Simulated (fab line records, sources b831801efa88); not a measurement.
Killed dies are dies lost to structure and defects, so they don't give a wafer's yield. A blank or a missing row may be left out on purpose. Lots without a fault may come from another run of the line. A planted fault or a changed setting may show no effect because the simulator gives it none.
A struck lot beside a sound one | flow sky130 | 43 steps out of a route of 708
Sound: wafers L179.1, L179.2, L179.3. Struck: wafer L190.6. (L190.2, L190.5 of the same lot were not struck and are left out.) The cause comes at the end.
At each step with rows: each side's tool, then ch and its chambers, then its first start. Under that, the readings that differ: sound wafers | struck wafers | difference of the means | sigmas: that difference in standard deviations of wafers without a fault.
alike: readings whose means differ by less than 2 such deviations, and words and numbers that are the same on both sides. not compared: withheld readings, readings that some wafer has no value for, bounds like >300 that may hide the same value, and numbers for which the record gives no deviation and whose values overlap.
The two part at a step that has a row with sigmas, a row that says differs or no value, or rows on one side only. Numbers that don't overlap but have no deviation are shown without sigmas and don't part them. A reading that every wafer of one side lacks parts them only if that side has two wafers or more.

SKY_POLY_GATE_THK_MEAS_04:
  sound on film_metro-01, day 15 17:11; struck on film_metro-03, day 19 16:04
  reading                   | sound          | struck | difference | sigmas
  POLY_GATE_CVD_03_THK (nm) | 74.1 74.9 74.8 | 76.4   | +1.8       | +3
then, 8 steps without rows for these wafers: SKY_POLY_GATE_DEHYDRATE_05 (time 60 s); SKY_POLY_GATE_HMDS_06 (prime time 60 s); SKY_POLY_GATE_COAT_07 (resist thk 110 nm); SKY_POLY_GATE_COAT_08 (resist thk 450 nm); SKY_POLY_GATE_SOFTBAKE_09 (time 90 s); SKY_POLY_GATE_EXPOSE_10 (exposes mask P1M, target cd 150 nm); SKY_POLY_GATE_PEB_11; SKY_POLY_GATE_DEVELOP_12 (develop time 60 s).
SKY_POLY_GATE_CD_MEAS_13: target cd 150 nm.
  sound on cd_sem-02, day 16 21:20; struck on cd_sem-01, day 20 22:25
  alike: cd_nm
SKY_POLY_GATE_OVL_MEAS_14:
  sound on overlay-01, day 16 21:28; struck on overlay-02, day 20 22:31
  reading            | sound    | struck | difference | sigmas
  POLY_GATE_OVL (nm) | 13 10 12 | -1     | -13        | -2
SKY_POLY_GATE_ETCH_15: etches BARC in N2/H2, stops on SiO2, time 118.5 s, target depth 110 nm.
  sound on rie_diel-02 ch 0,1,2, day 16 21:29; struck on rie_diel-02 ch 2, day 20 22:33
  alike: drypump_motor_current_A, oes_product_au, throttle_valve_pct
  not compared: rf_hours_counter_h
SKY_POLY_GATE_ETCH_16: etches Si3N4 in CH3F/O2, stops on poly-Si, time 147.5 s, target depth 75 nm.
  sound on rie_diel-02 ch 0,1,2, day 16 21:34; struck on rie_diel-02 ch 2, day 20 22:38
  alike: drypump_motor_current_A, oes_product_au, throttle_valve_pct
  not compared: rf_hours_counter_h
SKY_POLY_GATE_ETCH_17: etches poly-Si in HBr/Cl2, stops on SiO2, target depth 180 nm, time 70.5 s.
  sound on rie_si-01 ch 0,2,3, day 16 21:40; struck on rie_si-02 ch 2, day 20 22:44
  reading               | sound             | struck | difference | sigmas
  oes_product_au (a.u.) | 0.985 0.995 0.973 | 1.000  | +0.016     | +2
  alike: drypump_motor_current_A, throttle_valve_pct
  not compared: rf_hours_counter_h
SKY_POLY_GATE_STRIP_18: strips in O2/N2.
  sound on plasma_asher-04 ch 0,1, day 16 21:44; struck on plasma_asher-02 ch 0, day 20 22:47
  alike: drypump_motor_current_A, oes_product_au, strip_time_to_endpoint_s
  not compared: rf_hours_counter_h
then, 2 steps without rows for these wafers: SKY_POLY_GATE_CLEAN_19 (cleans in SC1/SC2, time 150 s); SKY_POLY_GATE_OXIDATION_20 (stabilise 600 s, purge 300 s, target thk 4 nm).
SKY_POLY_GATE_THK_MEAS_21:
  sound on film_metro-03, day 17 00:17; struck on film_metro-01, day 21 00:11
  alike: POLY_GATE_OXIDATION_THK
SKY_POLY_GATE_CD_MEAS_22:
  sound on cd_sem-02, day 17 00:38; struck on cd_sem-02, day 21 00:16
  alike: cd_nm
then, 7 steps without rows for these wafers: SKY_LDD_N_DEHYDRATE_00 (time 60 s); SKY_LDD_N_HMDS_01 (prime time 60 s); SKY_LDD_N_COAT_02 (resist thk 300 nm); SKY_LDD_N_SOFTBAKE_03 (time 60 s); SKY_LDD_N_EXPOSE_04 (exposes mask NTM, target cd 840 nm); SKY_LDD_N_PEB_05; SKY_LDD_N_DEVELOP_06 (develop time 60 s).
SKY_LDD_N_OVL_MEAS_07:
  sound on overlay-01, day 18 06:35; struck on overlay-01, day 22 06:25
  alike: LDD_N_OVL
then, 8 steps without rows for these wafers: SKY_LDD_N_IMPLANT_08; SKY_LDD_N_IMPLANT_09; SKY_LDD_N_IMPLANT_10; SKY_LDD_N_IMPLANT_11; SKY_LDD_N_IMPLANT_12; SKY_LDD_N_IMPLANT_13; SKY_LDD_N_IMPLANT_14; SKY_LDD_N_IMPLANT_15.
SKY_LDD_N_STRIP_16: strips in O2/N2.
  sound on plasma_asher-04 ch 0,1, day 18 07:49; struck on plasma_asher-03 ch 1, day 22 07:38
  alike: drypump_motor_current_A, oes_product_au, strip_time_to_endpoint_s
  not compared: rf_hours_counter_h
SKY_LDD_N_TW_MEAS_17:
  sound on film_metro-03, day 18 07:55; struck on film_metro-04, day 22 07:45
  alike: LDD_N_TW
then, 5 steps without rows for these wafers: SKY_LDD_P_DEHYDRATE_00 (time 60 s); SKY_LDD_P_HMDS_01 (prime time 60 s); SKY_LDD_P_COAT_02 (resist thk 1140 nm); SKY_LDD_P_SOFTBAKE_03 (time 60 s); SKY_LDD_P_EXPOSE_04 (exposes mask PSDM, target cd 380 nm).
-- the record jumps here: 26 days lie between the struck wafers' starts before and after (it left off in module LDD_P and takes up again in module PAD_OPEN, whose first step shown is number 708 of the route) --
SKY_PAD_OPEN_PROBE_99:
  sound on prober-02, day 46 06:20; struck on prober-02, day 48 19:01
  reading             | sound    | struck | difference | sigmas
  killed_at_front_end | 12 6 25  | 62     | +48        | +11
  killed_dies         | 91 82 95 | 125    | +36        | +4
  alike: killed_at_M0_to_M3, killed_at_M4_up, killed_at_contacts, killed_at_other, killed_on_rim, killed_open, killed_short

WHERE THEY PART
First at SKY_POLY_GATE_THK_MEAS_04; last, within this record, at SKY_PAD_OPEN_PROBE_99.

WHY: what the simulator had put in
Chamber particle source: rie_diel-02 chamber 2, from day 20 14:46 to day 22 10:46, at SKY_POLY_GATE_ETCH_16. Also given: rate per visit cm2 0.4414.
